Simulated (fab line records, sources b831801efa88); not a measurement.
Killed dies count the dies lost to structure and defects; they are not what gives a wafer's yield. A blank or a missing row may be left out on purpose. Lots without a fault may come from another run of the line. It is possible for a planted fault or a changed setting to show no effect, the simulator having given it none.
The tool behind it: which one? || flow gf180mcu || 6 lots, 18 wafers sampled, at 3 steps of a route of 602

== WHAT EACH GAUGE READ, for each wafer ==
GF_SAB_THK_MEAS_01.
{"lot": "L810", "measured": "day 14 19:59", "on": "filmMetro-02", "SAB_CVD_00_THK (nm)": "49.7 49.7 50.8"}
{"lot": "L817", "measured": "day 16 14:01", "on": "filmMetro-02", "SAB_CVD_00_THK (nm)": "49.8 33.1 50.0"}
{"lot": "L822", "measured": "day 18 03:25", "on": "filmMetro-04", "SAB_CVD_00_THK (nm)": "49.4 50.5 51.5"}
{"lot": "L824", "measured": "day 19 03:50", "on": "filmMetro-04", "SAB_CVD_00_THK (nm)": "49.0 51.1 51.1"}
{"lot": "L826", "measured": "day 20 01:59", "on": "filmMetro-01", "SAB_CVD_00_THK (nm)": "50.0 49.7 50.9"}
{"lot": "L829", "measured": "day 21 01:30", "on": "filmMetro-04", "SAB_CVD_00_THK (nm)": "50.2 50.0 50.7"}

== EACH LOT AND THE TOOL THAT RAN IT (in order: tool; ch and the chambers of the sampled wafers; start) ==
{"lot": "L810", "GF_HV_LDD_ETCHBACK_58": "rieDiel-04 ch 0,3, day 13 02:01", "GF_SAB_CVD_00": "pecvd-02 ch 0,2, day 14 19:57"}
{"lot": "L817", "GF_HV_LDD_ETCHBACK_58": "rieDiel-04 ch 0,1,3, day 14 16:25", "GF_SAB_CVD_00": "pecvd-04 ch 0,1,2, day 16 14:00"}
{"lot": "L822", "GF_HV_LDD_ETCHBACK_58": "rieDiel-02 ch 0,1,2, day 16 01:37", "GF_SAB_CVD_00": "pecvd-02 ch 0,1, day 18 03:23"}
{"lot": "L824", "GF_HV_LDD_ETCHBACK_58": "rieDiel-04 ch 1,2, day 17 00:37", "GF_SAB_CVD_00": "pecvd-02 ch 0,1,2, day 19 03:49"}
{"lot": "L826", "GF_HV_LDD_ETCHBACK_58": "rieDiel-02 ch 0,1,2, day 17 22:04", "GF_SAB_CVD_00": "pecvd-02 ch 1,2, day 20 01:58"}
{"lot": "L829", "GF_HV_LDD_ETCHBACK_58": "rieDiel-04 ch 0,2,3, day 19 00:39", "GF_SAB_CVD_00": "pecvd-03 ch 0,1, day 21 01:28"}
- GF_HV_LDD_ETCHBACK_58: etches Si3N4 in CH3F/O2, stops on SiO2, time 100 s, target depth 90 nm.
- GF_SAB_CVD_00: deposits SiO2 from TEOS, target thk 50 nm, time 4.9302 s.

== THE ANSWER, worked out from the rows above alone ==
Rule: the usual values come from the lots themselves. Put in order of their means at a reading, lots are off if they are a third of the lots or fewer, leave a main group of 4 or more, and stand apart from it by a gap of 3 or more times the standard deviation of the main group's means; of several such gaps the widest counts. Not used: any main group whose means are identical at the precision the tables above print for the reading. Also off: a lot with no number at a reading for which 4 or more lots have one. Where the step has rows for the other lots, those lots are counted as sound.
Off: L817, seen at GF_SAB_THK_MEAS_01 (SAB_CVD_00_THK). For the main group the mean is 50.3 nm and the standard deviation 0.14.
If a tool, at a process step before that reading, ran all the lots that are off and no sound lot after the first of them, it fits. The gauges at GF_SAB_THK_MEAS_01 are tried like those tools. Undecided on this evidence; 2 tools fit (pecvd-04 at GF_SAB_CVD_00, filmMetro-02 at GF_SAB_THK_MEAS_01).

== WHAT HAD BEEN PUT IN BY THE SIMULATOR ==
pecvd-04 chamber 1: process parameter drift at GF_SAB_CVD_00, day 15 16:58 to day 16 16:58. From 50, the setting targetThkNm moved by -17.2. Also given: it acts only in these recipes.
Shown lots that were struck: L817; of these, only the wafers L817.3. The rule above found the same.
